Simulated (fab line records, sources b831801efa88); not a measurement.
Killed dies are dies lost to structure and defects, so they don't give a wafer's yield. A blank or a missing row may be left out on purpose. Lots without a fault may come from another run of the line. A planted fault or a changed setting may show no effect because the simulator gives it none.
Chamber matching | flow sky130 | SKY_LI_CONTACT_ETCH_15 on rie_diel-03: 4 sister chambers
The step etches PSG in C4F8/O2/Ar, stops on Si, target depth 600 nm. 8 wafers are shown with their chamber, then 12 later ones without.

WAFERS WITH THEIR CHAMBER
wafer  | chamber | oes_product_au (a.u.)
L083.3 | 0       | 0.835
L084.3 | 2       | 0.835
L087.1 | 1       | 0.837
L087.2 | 3       | 0.846
L087.5 | 3       | 0.831
L091.1 | 0       | 0.835
L091.2 | 2       | 0.843
L091.3 | 1       | 0.835

WAFERS WITHOUT THEIR CHAMBER
wafer  | oes_product_au (a.u.)
L091.4 | 0.837
L091.5 | 0.832
L091.6 | 0.844
L092.1 | 0.833
L092.2 | 0.835
L092.3 | 0.830
L092.4 | 0.829
L092.5 | 0.843
L092.6 | 0.849
L095.1 | 0.836
L095.4 | 0.833
L095.6 | 0.838

WHICH CHAMBER EACH WENT THROUGH
wafer  | from the rows above               | in truth
L091.4 | can't be placed: 1 or 3 or 0 or 2 | 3
L091.5 | can't be placed: 0 or 1 or 3 or 2 | 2
L091.6 | can't be placed: 2 or 3 or 1 or 0 | 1
L092.1 | can't be placed: 0 or 1 or 3 or 2 | 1
L092.2 | can't be placed: 0 or 1 or 3 or 2 | 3
L092.3 | can't be placed: 0 or 1 or 3 or 2 | 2
L092.4 | can't be placed: 0 or 1 or 3 or 2 | 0
L092.5 | can't be placed: 2 or 3 or 1 or 0 | 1
L092.6 | can't be placed: 2 or 3 or 1 or 0 | 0
L095.1 | can't be placed: 1 or 0 or 3 or 2 | 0
L095.4 | can't be placed: 0 or 1 or 3 or 2 | 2
L095.6 | can't be placed: 3 or 2 or 1 or 0 | 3
Placed correctly: 0 of 12. Can't be placed from these rows: 12 (the true chamber is among the candidates in 12). Placed wrongly: 0.
How it was worked out, from the rows above alone: a wafer's distance from a chamber is the root of the sum, over the readings, of the square of ((its reading less the chamber's mean) divided by the reading's scatter). The wafer belongs to the nearest chamber; if the next one is less than 2 further off, it can't be placed. A chamber's mean is the mean of its shown wafers. The scatter: the root of (the sum of the squares of (reading less its chamber's mean) over the shown wafers, divided by (wafers less chambers)).
